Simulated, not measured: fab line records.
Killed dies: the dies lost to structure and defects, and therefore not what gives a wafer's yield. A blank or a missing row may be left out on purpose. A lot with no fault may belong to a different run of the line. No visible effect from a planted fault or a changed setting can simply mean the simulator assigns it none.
Code-filled problem report in 8D (eight disciplines) form + flow gf180mcu + the parts of the form that need people (team, actions taken, sign-off) are left out

== 1. WHAT IS WRONG ==
Mean V5_W_RS at GF_V5_RS_MEAS_24: 0.342 ohm/sq over 6 wafers in 2 lots; fault-free wafers: 0.325 ohm/sq, standard deviation 0.0032. Measured from the usual mean, that is +5.3 standard deviations.
The step: measures by four-point-probe.
Seen first at day 28 21:28 on film metro-04, wafer L542.2. At this step, 33 wafers from 11 lots have a number in the record. Rule for "out", or "out of limits": more than 4 standard deviations from the usual mean. All remaining wafers that have a number are taken as sound.

== 2. WHAT IT IS AND WHAT IT IS NOT ==
| question                    | is                           | is not                                                                                                  |
|-----------------------------|------------------------------|---------------------------------------------------------------------------------------------------------|
| which readings at this step | V5_W_RS                      | -                                                                                                       |
| which lots                  | L542, L544                   | L539, L541, L543, L552, L554, L555, L557, L558, L560                                                    |
| which wafers of those lots  | all that have a number       | -                                                                                                       |
| read on which gauges        | film metro-01, film metro-04 | film metro-02                                                                                           |
| when                        | from day 28 21:28            | up to then (6 sound wafers); but 21 sound wafers of L543, L552, L554, L555, L557, L558, L560 came after |

== 3. SUSPECTS, AND WHAT RULES EACH OUT ==
Counting: a tool at any process step up to the reading remains a suspect when it ran all the lots that are out and ran no sound lot after the first of those.
- the gauge at GF_V5_RS_MEAS_24 has been ruled out. Those wafers that are out were read across 2 gauges (film metro-01, film metro-04).
- cvd w-02 at GF_V5_CVD_23 (deposits W, target thk 350 nm, time 104.9 s): ruled out as a lasting fault. The sound lots L554, L557, L558 went through it after L542, its earliest lot that is out (day 28 21:20).
Left after counting: nothing in the record.

== 4. THE CAUSE (what the simulator had put in) ==
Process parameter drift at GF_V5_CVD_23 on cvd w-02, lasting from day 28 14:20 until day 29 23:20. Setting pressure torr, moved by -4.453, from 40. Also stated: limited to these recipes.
The count ruled it out by mistake, since the rule takes a fault to strike every lot its tool runs from the start of the fault on, and this one did not do so.

== 5. THE EFFECT CHAIN, in route order ==
Each row: a reading whose mean over the struck wafers that have a number lies more than 3 standard deviations from the usual. Only readings for which the record gives a usual standard deviation are gone through. hours: the time from each lot's start at the first step in this table that gives one to its start at this step, as a median over the lots. sigmas: the change in usual standard deviations.
| hours | step              | reading               | usual        | on struck wafers | change | sigmas |
|-------|-------------------|-----------------------|--------------|------------------|--------|--------|
| 0     | GF_V5_CVD_23      | chamber pressure Torr | 40.01 Torr   | 35.61            | -4.40  | -55    |
| 0     | GF_V5_RS_MEAS_24  | V5_W_RS               | 0.325 ohm/sq | 0.342            | +0.017 | +5.3   |
| 0     | GF_V5_THK_MEAS_25 | V5_W_THK              | 351 nm       | 332              | -19    | -4.6   |
It contains these process steps:
- GF_V5_CVD_23: deposits W, target thk 350 nm, time 104.9 s.

== 6. HOW IT WOULD HAVE BEEN CAUGHT EARLIER ==
7 hours passed between the start of the fault at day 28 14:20 and the first reading out of limits at a measuring or inspecting step in this record, taken at day 28 21:28.
At GF_V5_CVD_23, the tool's own readings (chamber pressure Torr) were out on each struck wafer the step has a row for, so an alarm limit on them would have fired on the first such wafer.
